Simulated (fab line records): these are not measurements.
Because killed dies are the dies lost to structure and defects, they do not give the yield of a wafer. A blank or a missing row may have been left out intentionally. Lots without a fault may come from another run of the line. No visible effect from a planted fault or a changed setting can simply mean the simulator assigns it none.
Chamber matching | flow sky130 | rie-diel-03 running SKY_FIELD_ISO_ETCH_15: 4 sister chambers
The step etches the open film in CHF3/O2, stops on Si, target depth 180 nm, time 72 s. 4 wafers are shown with their chamber, then 6 later ones without.

## WAFERS PAIRED WITH THEIR CHAMBERS
wafer  | chamber | drypump-motor-current-A (A)
L561.4 | 2       | 6.3
L565.1 | 0       | 5.6
L565.3 | 3       | 5.9
L565.4 | 1       | 5.6

## WAFERS WITH NO CHAMBER GIVEN
wafer  | drypump-motor-current-A (A)
L572.1 | 5.5
L572.4 | 5.6
L572.6 | 5.6
L574.1 | 5.6
L574.3 | 5.6
L574.6 | 6.3

## WHICH CHAMBER EACH ONE RAN IN
wafer  | from the rows above     | in truth
L572.1 | can't be placed: 0 or 1 | 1
L572.4 | can't be placed: 0 or 1 | 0
L572.6 | can't be placed: 0 or 1 | 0
L574.1 | can't be placed: 0 or 1 | 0
L574.3 | can't be placed: 0 or 1 | 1
L574.6 | 2                       | 2
1 of 6 placed correctly. Can't be placed from these rows: 5 (the true chamber is among the candidates in 5). 0 placed wrongly.
How it was worked out, from the rows above alone: a wafer's distance from a chamber is the root of the sum, over the readings, of the square of ((its reading less the chamber's mean) divided by the reading's scatter). If the next closest chamber is less than 2 further off than the closest, the wafer can't be placed; otherwise it belongs to the closest. A chamber's mean is the mean of its shown wafers. The scatter (one wafer shown for each chamber): square how far every hidden wafer sits from the nearest shown wafer, average those squares and take the square root.
